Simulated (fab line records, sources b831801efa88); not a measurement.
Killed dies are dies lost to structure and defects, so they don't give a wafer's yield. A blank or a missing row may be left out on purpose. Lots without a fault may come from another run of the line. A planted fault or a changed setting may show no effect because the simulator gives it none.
fab line records | flow sky130
record lots=6 wafers=18 last_day=50
route steps=708 shown LOCAL_INTERCONNECT@390 PAD_OPEN@708
lots that met no fault: from a run of the same line without faults
start_h: hours from the record's first day to the start of the lot's first wafer shown | wait_h: hours since the lot's step before | " the same as in the row above | L1.1+2: a row that stands for several wafers | - no value, or no start given | * or withheld: withheld | < > ~ a bound
route shown NAME@n: a module of which the file shows steps, and the number in the route of the first | usual: mean/standard deviation of fault-free wafers | same: alike in all rows | chamber/n: place in a boat | sites: the reading at each site | _std_site: their standard deviation | _edge_site: outer sites' mean less inner sites' | radius_mm: how far each site lies from the wafer's centre | mask NAME#n: copy n | behind: the tool/chamber that last shaped the wafer | hold: why the lot was held/for how many hours/how that ended | device: the transistor (n, p or np) that didn't switch | end of line: the same wafers' tests at the end of the route | a step without rows: its recipe alone | killed: dies lost to structure and defects at the first sort, not the wafer's yield | map: a wafer's dies, x killed, . not, _ none there
set.NAME: the setting as run; set.NAME@STEP: as run at that earlier step | model.NAME: the simulator's own value behind a step, which no gauge read
lots at some steps of the route; a table a step, a row a wafer
services: from which hour (start_h, from the record's first day; less than 0 if before it) a tool's chamber was out of use, for how many hours, and why
## steps
# step SKY_LOCAL_INTERCONNECT_DEHYDRATE_03
# recipe temp_c=200 time_s=60
# step SKY_LOCAL_INTERCONNECT_HMDS_04
# recipe prime_time_s=60 prime_temp_c=120
# step SKY_LOCAL_INTERCONNECT_COAT_05
# recipe resist=BARC temp_c=withheld time_s=withheld spin_rpm=3000 resist_thk_nm=60
# step SKY_LOCAL_INTERCONNECT_COAT_06
# recipe resist=KrF-thick spin_rpm=3000 resist_thk_nm=450
# step SKY_LOCAL_INTERCONNECT_SOFTBAKE_07
# recipe temp_c=100 time_s=90 resist=KrF-thick
# step SKY_LOCAL_INTERCONNECT_EXPOSE_08
# recipe mask_id=LI1M na=0.8 source_shape=annular sigma_inner=0.55 sigma_outer=0.85 target_cd_nm=170 dose_mj=28
# step SKY_LOCAL_INTERCONNECT_PEB_09
# recipe peb_temp_c=withheld peb_time_s=withheld resist=KrF-thick
# step SKY_LOCAL_INTERCONNECT_DEVELOP_10
# recipe develop_time_s=60 resist=KrF-thick dev_temp_c=21
# step SKY_LOCAL_INTERCONNECT_CD_MEAS_11
# recipe target_cd_nm=170
# usual cd_nm=170.2/1.7
# columns lot.wafer tool chamber start_h wait_h cd_nm
L512.1 cd_sem-01 - 722.38 - 169.7
L512.3 " - " " 168.5
L512.6 " - " " 169.4
L513.2 cd_sem-02 - 726.00 - 170.1
L513.3 " - " " 171.1
L513.6 " - " " 170.8
L514.1 cd_sem-01 - 739.14 - 169.7
L514.2 " - " " 170.6
L514.4 " - " " 171.0
L523.1 cd_sem-02 - 813.74 - 172.8
L523.3 " - " " 173.1
L523.5 " - " " 174.5
L529.1 cd_sem-01 - 858.23 - 170.1
L529.2 " - " " 168.7
L529.4 " - " " 169.3
L531.3 cd_sem-02 - 881.77 - 170.3
L531.4 " - " " 170.4
L531.5 " - " " 171.6
# step SKY_LOCAL_INTERCONNECT_OVL_MEAS_12
# usual LOCAL_INTERCONNECT_OVL=-5/5.2
# columns lot.wafer tool chamber start_h wait_h LOCAL_INTERCONNECT_OVL[nm]
L512.1 overlay-01 - 722.50 0.1 -9
L512.3 " - " " -10
L512.6 " - " " -8
L513.2 overlay-01 - 726.11 0.1 -7
L513.3 " - " " -6
L513.6 " - " " -8
L514.1 overlay-01 - 739.26 0.1 -4
L514.2 " - " " -7
L514.4 " - " " 0
L523.1 overlay-02 - 813.86 0.1 -6
L523.3 " - " " 4
L523.5 " - " " -2
L529.1 overlay-02 - 858.35 0.1 6
L529.2 " - " " 5
L529.4 " - " " 2
L531.3 overlay-02 - 881.86 0.1 -17
L531.4 " - " " -6
L531.5 " - " " -6
# step SKY_LOCAL_INTERCONNECT_ETCH_13
# recipe chemistry=N2/H2 target=BARC ion_energy_ev=200 bias_w=100 pressure_mtorr=30 n2_flow_sccm=100 h2_flow_sccm=200 icp_w=500 stop_on=SiO2 time_s=45.9 target_depth_a=600
# usual drypump_motor_current_A=5.6/0.52 oes_product_au=0.854/0.0051 throttle_valve_pct=13.226/0.0086
# columns lot.wafer tool chamber start_h wait_h drypump_motor_current_A oes_product_au rf_hours_counter_h throttle_valve_pct
L512.1 rie_metal-02 0 722.54 0.0 4.9 0.860 2 13.242
L512.3 " 0 " " 4.9 0.846 - 13.240
L512.6 " 1 " " 4.9 0.853 - 13.226
L513.2 rie_metal-02 1 726.14 0.0 4.9 0.846 14 13.226
L513.3 " 0 " " 4.9 0.857 - 13.236
L513.6 " 1 " " 4.9 0.856 - 13.223
L514.1 rie_metal-02 1 739.30 0.0 4.9 0.858 14 13.238
L514.2 " 0 " " 4.9 0.856 2 13.234
L514.4 " 0 " " 4.9 0.857 - 13.224
L523.1 rie_metal-01 0 813.90 0.0 5.5 0.855 11 13.226
L523.3 " 1 " " 5.8 0.849 - 13.234
L523.5 " 0 " " 5.5 0.847 - 13.207
L529.1 rie_metal-01 0 858.39 0.0 5.5 0.847 13 13.227
L529.2 " 1 " " 5.8 0.853 12 13.225
L529.4 " 0 " " 5.5 0.850 - 13.228
L531.3 rie_metal-04 0 881.91 0.0 6.6 0.849 - 13.224
L531.4 " 1 " " 6.2 0.856 - 13.210
L531.5 " 1 " " 6.2 0.846 - 13.221
# step SKY_LOCAL_INTERCONNECT_METAL_ETCH_14
# recipe target_depth_nm=110 stop_on=PSG chemistry=Cl2/BCl3 target=TiN resist_sidewall_deg=88 pressure_mtorr=10 icp_w=900 bias_w=48.5 Cl2_flow_sccm=60 bcl3_flow_sccm=30 time_s=31.4
# usual drypump_motor_current_A=5.6/0.52 oes_product_au=0.954/0.0084 throttle_valve_pct=21.893/0.0094
# columns lot.wafer tool chamber start_h wait_h drypump_motor_current_A oes_product_au rf_hours_counter_h throttle_valve_pct
L512.1 rie_metal-02 0 722.60 0.0 4.9 0.957 2 21.901
L512.3 " 0 " " 4.9 0.965 - 21.891
L512.6 " 1 " " 4.9 0.953 - 21.879
L513.2 rie_metal-02 1 726.20 0.0 4.9 0.949 14 21.900
L513.3 " 0 " " 4.9 0.951 - 21.895
L513.6 " 1 " " 4.9 0.953 - 21.900
L514.1 rie_metal-02 1 739.36 0.0 4.9 0.951 14 21.909
L514.2 " 0 " " 4.9 0.949 2 21.893
L514.4 " 0 " " 4.9 0.951 - 21.893
L523.1 rie_metal-01 0 813.96 0.0 5.5 0.959 11 21.878
L523.3 " 1 " " 5.8 0.950 - 21.896
L523.5 " 0 " " 5.5 0.951 - 21.882
L529.1 rie_metal-01 0 858.45 0.0 5.5 0.947 13 21.904
L529.2 " 1 " " 5.8 0.944 12 21.896
L529.4 " 0 " " 5.5 0.948 - 21.902
L531.3 rie_metal-04 0 881.97 0.0 6.6 0.952 - 21.900
L531.4 " 1 " " 6.1 0.947 - 21.882
L531.5 " 1 " " 6.1 0.960 - 21.884
# step SKY_LOCAL_INTERCONNECT_STRIP_15
# recipe chemistry=O2/N2 power_w=1400 pressure_mtorr=1500 platen_temp_c=withheld o2_flow_sccm=3000 n2_flow_sccm=300 overash_fraction=0.5
# usual chamber_pressure_mTorr=1500.0/1.4 drypump_motor_current_A=5.5/0.48 oes_product_au=0.427/0.0046 strip_time_to_endpoint_s=4.716/0.017
# columns lot.wafer tool chamber start_h wait_h chamber_pressure_mTorr drypump_motor_current_A oes_product_au rf_hours_counter_h strip_time_to_endpoint_s model.KrF-thick_of_LOCAL_INTERCONNECT_COAT_06.thk_nm
L512.1 plasma_asher-04 0 722.65 0.0 1500.6 5.0 0.427 90 4.703 0
L512.3 " 0 " " 1498.0 5.0 0.433 - 4.718 0
L512.6 " 0 " " 1499.6 5.0 0.422 - 4.691 0
L513.2 plasma_asher-03 1 726.25 0.0 - - - - - 347.1
L513.3 " 0 " " - - - - - 349
L513.6 " 0 " " - - - - - 347.6
L514.1 plasma_asher-04 1 739.41 0.0 - - - - - 348.6
L514.2 " 0 " " - - - - - 352.3
L514.4 " 1 " " - - - - - 350
L523.1 plasma_asher-01 0 814.01 0.0 1503.3 6.4 0.428 40 4.724 0
L523.3 " 0 " " 1501.1 6.3 0.422 - 4.717 0
L523.5 " 1 " " 1500.7 5.7 0.429 - 4.732 0
L529.1 plasma_asher-03 1 858.50 0.0 1499.8 6.0 0.436 8 4.724 0
L529.2 " 0 " " 1500.9 5.2 0.426 8 4.702 0
L529.4 " 1 " " 1500.1 6.1 0.425 - 4.711 0
L531.3 plasma_asher-03 0 882.03 0.1 1500.4 5.2 0.417 - 4.704 0
L531.4 " 1 " " 1498.9 6.1 0.430 - 4.715 0
L531.5 " 1 " " 1497.5 6.1 0.423 - 4.705 0
# step SKY_LOCAL_INTERCONNECT_STRIP_16
# recipe chemistry=post_etch_residue_remover time_s=1200 temp_c=72.5
# step SKY_PAD_OPEN_PROBE_99
# usual killed_at_M0_to_M3=45/6.8 killed_at_M4_up=3.1/2 killed_at_contacts=23/5.2 killed_at_front_end=14/3.7 killed_at_other=0.3/0.61 killed_dies=86/9 killed_on_rim=17/3.9 killed_open=46/6.9 killed_short=39/6.4
# same gross_dies=492 killed_at_back_side=0
# columns lot.wafer tool chamber start_h wait_h killed_at_M0_to_M3 killed_at_M4_up killed_at_contacts killed_at_front_end killed_at_other killed_dies killed_on_rim killed_open killed_short
L512.1 prober-01 - 1087.96 0.1 37 3 27 14 2 83 20 50 32
L512.3 prober-01 - 1088.06 0.2 39 2 25 19 0 85 17 40 45
L512.6 prober-01 - 1088.21 0.2 31 6 16 13 0 66 8 32 33
L513.2 prober-02 - 1089.00 0.1 44 2 433 13 0 492 96 48 37
L513.3 prober-02 - 1089.05 0.2 46 3 420 22 1 492 96 50 36
L513.6 prober-02 - 1089.20 0.2 34 2 438 18 0 492 96 35 37
L514.1 prober-01 - 1097.71 0.1 35 5 435 17 0 492 96 36 41
L514.2 prober-01 - 1097.76 0.1 33 1 439 19 0 492 96 50 28
L514.4 prober-01 - 1097.86 0.2 44 2 421 25 0 492 96 44 40
L523.1 prober-02 - 1151.36 0.1 53 1 34 12 0 100 25 52 48
L523.3 prober-02 - 1151.46 0.2 53 4 16 15 0 88 18 51 34
L523.5 prober-02 - 1151.56 0.2 45 4 26 8 0 83 8 47 36
L529.1 prober-02 - 1182.95 0.1 47 2 23 12 1 85 15 40 43
L529.2 prober-02 - 1183.00 0.1 42 5 31 11 0 89 17 55 34
L529.4 prober-02 - 1183.10 0.2 44 3 21 7 0 75 15 38 37
# killed by level:class
L512.1 CONTACT:geometric_particle:open=11 VIA1:geometric_particle:open=9 POLY_GATE:geometric_particle:open=7 VIA3:geometric_particle:open=7 LI_CONTACT:geometric_particle:open=6 VIA2:geometric_particle:open=5 LI_CONTACT:geometric_particle:short=4 METAL1:geometric_particle:short=4
L512.3 CONTACT:geometric_particle:open=7 CONTACT:geometric_particle:short=7 VIA1:geometric_particle:open=7 POLY_GATE:geometric_particle:short=6 LI_CONTACT:geometric_particle:open=6 METAL2:geometric_particle:short=6 VIA3:geometric_particle:short=6 POLY_GATE:geometric_particle:open=5
L512.6 VIA1:geometric_particle:open=8 METAL1:geometric_particle:short=7 CONTACT:geometric_particle:open=7 LI_CONTACT:geometric_particle:open=4 VIA2:geometric_particle:open=4 VIA3:geometric_particle:short=4 METAL4:geometric_particle:short=4 POLY_GATE:geometric_particle:short=3
L513.2 CONTACT:area_cvd=407 CONTACT:geometric_particle:open=9 LI_CONTACT:geometric_particle:open=8 VIA1:geometric_particle:open=7 METAL1:geometric_particle:short=7 METAL2:geometric_particle:short=6 VIA3:geometric_particle:open=6 VIA2:geometric_particle:open=6
L513.3 CONTACT:area_cvd=405 METAL1:geometric_particle:short=10 VIA1:geometric_particle:open=9 VIA1:geometric_particle:short=8 CONTACT:geometric_particle:open=8 VIA2:geometric_particle:open=7 FIELD_ISO:geometric_particle:open=6 POLY_GATE:geometric_particle:open=6
L513.6 CONTACT:area_cvd=420 VIA1:geometric_particle:open=10 FIELD_ISO:geometric_particle:short=7 FIELD_ISO:geometric_particle:open=6 CONTACT:geometric_particle:open=6 METAL2:geometric_particle:short=5 VIA1:geometric_particle:short=4 VIA3:geometric_particle:open=3
L514.1 CONTACT:area_cvd=415 VIA2:geometric_particle:open=8 VIA3:geometric_particle:open=6 VIA1:geometric_particle:open=6 POLY_GATE:geometric_particle:open=5 LI_CONTACT:geometric_particle:short=5 LOCAL_INTERCONNECT:geometric_particle:short=5 CONTACT:geometric_particle:short=5
L514.2 CONTACT:area_cvd=413 CONTACT:geometric_particle:open=9 POLY_GATE:geometric_particle:open=8 LI_CONTACT:geometric_particle:open=7 VIA3:geometric_particle:open=6 LOCAL_INTERCONNECT:geometric_particle:short=6 VIA2:geometric_particle:open=6 VIA1:geometric_particle:open=5
L514.4 CONTACT:area_cvd=405 VIA2:geometric_particle:open=8 VIA1:geometric_particle:open=8 METAL1:geometric_particle:short=6 POLY_GATE:geometric_particle:open=6 VIA1:geometric_particle:short=5 CONTACT:geometric_particle:open=5 METAL2:geometric_particle:short=4
L523.1 CONTACT:geometric_particle:open=14 VIA1:geometric_particle:open=12 CONTACT:geometric_particle:short=7 METAL2:geometric_particle:short=7 VIA3:geometric_particle:open=6 LOCAL_INTERCONNECT:geometric_particle:short=5 METAL1:geometric_particle:short=5 VIA1:geometric_particle:short=5
L523.3 VIA1:geometric_particle:open=18 METAL1:geometric_particle:short=7 METAL2:geometric_particle:short=6 POLY_GATE:geometric_particle:open=6 VIA3:geometric_particle:open=6 CONTACT:geometric_particle:open=5 LI_CONTACT:geometric_particle:open=4 LOCAL_INTERCONNECT:geometric_particle:short=4
L523.5 VIA2:geometric_particle:open=10 VIA1:geometric_particle:open=9 CONTACT:geometric_particle:open=8 LI_CONTACT:geometric_particle:open=7 METAL1:geometric_particle:short=7 VIA3:geometric_particle:open=6 LOCAL_INTERCONNECT:geometric_particle:short=5 METAL2:geometric_particle:short=4
L529.1 VIA1:geometric_particle:open=8 LI_CONTACT:geometric_particle:open=8 VIA1:geometric_particle:short=7 VIA3:geometric_particle:open=7 CONTACT:geometric_particle:open=6 METAL1:geometric_particle:short=5 METAL2:geometric_particle:short=5 VIA3:geometric_particle:short=5
L529.2 CONTACT:geometric_particle:open=13 VIA2:geometric_particle:open=8 VIA1:geometric_particle:open=7 VIA1:geometric_particle:short=7 VIA3:geometric_particle:open=7 CONTACT:geometric_particle:short=6 LI_CONTACT:geometric_particle:open=6 FIELD_ISO:geometric_particle:open=4
L529.4 CONTACT:geometric_particle:open=10 VIA2:geometric_particle:open=8 METAL1:geometric_particle:short=7 VIA1:geometric_particle:open=6 METAL2:geometric_particle:short=6 CONTACT:geometric_particle:short=5 VIA3:geometric_particle:open=5 VIA1:geometric_particle:short=4
# map L513.2 (x killed, . not)
__________xxxxxxxxxx_________
________xxxxxxxxxxxxxx_______
______xxxxxxxxxxxxxxxxxx_____
_____xxxxxxxxxxxxxxxxxxxx____
____xxxxxxxxxxxxxxxxxxxxxx___
___xxxxxxxxxxxxxxxxxxxxxxxx__
__xxxxxxxxxxxxxxxxxxxxxxxxxx_
_xxxxxxxxxxxxxxxxxxxxxxxxxxxx
_xxxxxxxxxxxxxxxxxxxxxxxxxxxx
_xxxxxxxxxxxxxxxxxxxxxxxxxxxx
_xxxxxxxxxxxxxxxxxxxxxxxxxxxx
_xxxxxxxxxxxxxxxxxxxxxxxxxxxx
_xxxxxxxxxxxxxxxxxxxxxxxxxxxx
_xxxxxxxxxxxxxxxxxxxxxxxxxxxx
_xxxxxxxxxxxxxxxxxxxxxxxxxxxx
__xxxxxxxxxxxxxxxxxxxxxxxxxx_
___xxxxxxxxxxxxxxxxxxxxxxxx__
____xxxxxxxxxxxxxxxxxxxxxx___
_____xxxxxxxxxxxxxxxxxxxx____
______xxxxxxxxxxxxxxxxxx_____
________xxxxxxxxxxxxxx_______
__________xxxxxxxxxx_________
# map L514.1 (x killed, . not)
__________xxxxxxxxxx_________
________xxxxxxxxxxxxxx_______
______xxxxxxxxxxxxxxxxxx_____
_____xxxxxxxxxxxxxxxxxxxx____
____xxxxxxxxxxxxxxxxxxxxxx___
___xxxxxxxxxxxxxxxxxxxxxxxx__
__xxxxxxxxxxxxxxxxxxxxxxxxxx_
_xxxxxxxxxxxxxxxxxxxxxxxxxxxx
_xxxxxxxxxxxxxxxxxxxxxxxxxxxx
_xxxxxxxxxxxxxxxxxxxxxxxxxxxx
_xxxxxxxxxxxxxxxxxxxxxxxxxxxx
_xxxxxxxxxxxxxxxxxxxxxxxxxxxx
_xxxxxxxxxxxxxxxxxxxxxxxxxxxx
_xxxxxxxxxxxxxxxxxxxxxxxxxxxx
_xxxxxxxxxxxxxxxxxxxxxxxxxxxx
__xxxxxxxxxxxxxxxxxxxxxxxxxx_
___xxxxxxxxxxxxxxxxxxxxxxxx__
____xxxxxxxxxxxxxxxxxxxxxx___
_____xxxxxxxxxxxxxxxxxxxx____
______xxxxxxxxxxxxxxxxxx_____
________xxxxxxxxxxxxxx_______
__________xxxxxxxxxx_________
## services
# columns tool chamber start_h hours kind
rie_metal-01 0 702.32 2.2 repair
rie_metal-04 - 727.61 1.1 repair
plasma_asher-03 - 733.75 9.0 pm
plasma_asher-03 0 733.75 9.0 vent_cycle
plasma_asher-03 1 733.75 9.0 vent_cycle
plasma_asher-03 0 742.75 - clean
plasma_asher-03 1 742.75 - clean
rie_metal-02 - 772.59 1.4 pm
rie_metal-02 1 788.44 - clean
rie_metal-02 1 788.44 36.4 scheduled_down
rie_metal-02 1 788.44 36.4 vent_cycle
rie_metal-04 - 797.90 0.3 repair
plasma_asher-03 - 799.04 25.4 pm
plasma_asher-04 - 854.93 2.8 pm
rie_metal-02 1 860.80 12.3 repair
## key
first_sign step=SKY_LOCAL_INTERCONNECT_STRIP_15 reading=tool_record direction=missing
effect step=SKY_PAD_OPEN_PROBE_99 reading=killed_at_contacts direction=up sigmas=78 usual=23 struck=431
model_effect step=SKY_LOCAL_INTERCONNECT_STRIP_15 value=KrF-thick_of_LOCAL_INTERCONNECT_COAT_06.thk_nm without=0 struck=349.1
more_kills_born_at SKY_CONTACT_CVD_00@pecvd-03=1233 SKY_CONTACT_CVD_00@pecvd-04=1232
met_at SKY_LOCAL_INTERCONNECT_STRIP_15
struck_wafers L513.2,L513.3,L513.6,L514.1,L514.2,L514.4
later_rows_left_out L513.2,L513.3,L513.6,L514.1,L514.2,L514.4
tester_left_out L513,L514
onset_between 722.65 726.25
fault kind=skipped_step_whole tool=plasma_asher-03,plasma_asher-04 chamber=- onset_h=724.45 steps=SKY_LOCAL_INTERCONNECT_STRIP_15 scope=struck_lots_only
# tester_left_out: of these lots the tester's yield and bins aren't shown, on N5 and GAA mostly nor the transistor test; their killed dies are dies lost to structure and defects alone, not to doping, threshold or leakage, so they don't give the yield
# later_rows_left_out: the simulator's readings of these wafers behind a module that went badly wrong aren't trusted and aren't shown, but for the sort
